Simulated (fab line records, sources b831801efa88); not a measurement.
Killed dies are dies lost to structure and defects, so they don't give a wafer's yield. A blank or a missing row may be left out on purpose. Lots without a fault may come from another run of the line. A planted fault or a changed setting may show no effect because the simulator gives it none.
Chamber matching | flow gf180mcu | GF_V1_CMP_26 on cmp-01: 4 sister chambers
The step polishes, stops on SiO2, t overpolish 15 s, target thk 0 nm. 4 wafers are shown with their chamber, then 8 later ones without.

WAFERS WITH THEIR CHAMBER
wafer  | chamber | time_to_endpoint_s (s)
L720.3 | 3       | 82
L721.4 | 2       | 89
L721.6 | 1       | 84
L730.2 | 0       | 87

WAFERS WITHOUT THEIR CHAMBER
wafer  | time_to_endpoint_s (s)
L730.4 | 84
L730.6 | 89
L734.2 | 87
L734.3 | 84
L734.6 | 88
L736.1 | 86
L736.3 | 86
L736.5 | 86

WHICH CHAMBER EACH WENT THROUGH
wafer  | from the rows above     | in truth
L730.4 | 1                       | 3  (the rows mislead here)
L730.6 | 2                       | 2
L734.2 | 0                       | 0
L734.3 | 1                       | 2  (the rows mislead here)
L734.6 | can't be placed: 0 or 2 | 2
L736.1 | can't be placed: 0 or 1 | 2
L736.3 | can't be placed: 0 or 1 | 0
L736.5 | can't be placed: 0 or 1 | 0
Placed correctly: 2 of 8. Can't be placed from these rows: 4 (the true chamber is among the candidates in 3). Placed wrongly: 2.
How it was worked out, from the rows above alone: a wafer's distance from a chamber is the root of the sum, over the readings, of the square of ((its reading less the chamber's mean) divided by the reading's scatter). The wafer belongs to the nearest chamber; if the next one is less than 2 further off, it can't be placed. A chamber's mean is the mean of its shown wafers. The scatter: with one shown wafer a chamber, the root of the mean of the squares of how far each hidden wafer lies from its nearest shown one.
